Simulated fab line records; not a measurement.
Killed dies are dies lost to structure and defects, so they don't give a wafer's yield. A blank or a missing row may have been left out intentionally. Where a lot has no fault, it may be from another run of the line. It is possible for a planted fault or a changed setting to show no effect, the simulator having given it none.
A lot that was struck, set against a sound lot / flow sky130 / 15 out of 708 route steps
Sound: the wafers L638.2, L638.4, L638.5. Wafers L647.3, L647.4, L647.5 were the ones struck. Last of all comes the cause.
Order at every step that has rows: each side's tool, ch and its chambers, its first start. Under that, the readings that differ: sound wafers / struck wafers / difference of the means / sigmas: that difference in standard deviations of wafers without a fault.
alike: readings with means less than 2 such deviations apart, plus words and numbers identical on both sides. not compared: withheld readings, readings lacking a value on some wafer, bounds such as >300 that could conceal the same value, and numbers that have no deviation in the record and whose values overlap.
Wherever a step has rows on one side only, a row that says differs or no value, or a row with sigmas, the two part there. Non-overlapping numbers with no deviation appear without sigmas and do not part them. A reading missing from all wafers of one side parts the sides only when that side holds two or more wafers.

first, 6 steps without rows for these wafers: SKY_VIA4_HMDS_05 (prime time 60 s); SKY_VIA4_COAT_06 (resist thk 1140 nm); SKY_VIA4_SOFTBAKE_07 (time 60 s); SKY_VIA4_EXPOSE_08 (exposes mask VIM4, target cd 800 nm); SKY_VIA4_PEB_09; SKY_VIA4_DEVELOP_10 (develop time 60 s).
SKY_VIA4_OVL_MEAS_11:
  struck on overlay-02, day 45 07:25; sound on overlay-01, day 42 14:43
  alike: VIA4_OVL
SKY_VIA4_ETCH_12: etches SiO2 in C4F8/O2/Ar, stops on TiN, target depth 580 nm.
  sound on rie diel-04 ch 0,2, day 42 14:44; struck on rie diel-02 ch 0,1,2, day 45 07:26
  alike: oes product au
SKY_VIA4_STRIP_13: strips in O2/N2.
  sound on plasma asher-04 ch 0,1, day 42 14:49; struck on plasma asher-01 ch 0,1, day 45 07:32
  alike: drypump motor current A, oes product au, strip time to endpoint s
  not compared: rf hours counter h
then, 3 steps without rows for these wafers: SKY_VIA4_STRIP_14 (strips in post etch residue remover, time 1200 s); SKY_VIA4_CLEAN_15 (cleans in IPA, time 180 s); SKY_VIA4_CLEAN_16 (cleans in O3/DIW).
SKY_VIA4_SPUTTER_17: material TiN, target thk 20 nm, time 80 s.
  struck on pvd sputter-01, day 45 08:08; sound on pvd sputter-01, day 42 15:25
reading=model.TiN_of_VIA4_SPUTTER_17.thk nm (nm); sound=20.51 20.1 19.89; struck=35.55 35.79 35.6; difference=+15.48; sigmas=
  alike: chamber pressure pa, throttle valve pct
SKY_VIA4_CVD_18: deposits W, target thk 505 nm, time 152.14 s.
  sound on cvd w-02 ch 1, day 42 15:28; struck on cvd w-01 ch 0,1, day 45 08:15
  alike: heater power w
SKY_PAD_OPEN_PROBE_99:
  the record has rows for the sound wafers here (prober-02, day 45 13:23) and none for the struck ones

WHERE THEY PART
SKY_PAD_OPEN_PROBE_99 only, going by this record.

WHY: what the simulator had put in
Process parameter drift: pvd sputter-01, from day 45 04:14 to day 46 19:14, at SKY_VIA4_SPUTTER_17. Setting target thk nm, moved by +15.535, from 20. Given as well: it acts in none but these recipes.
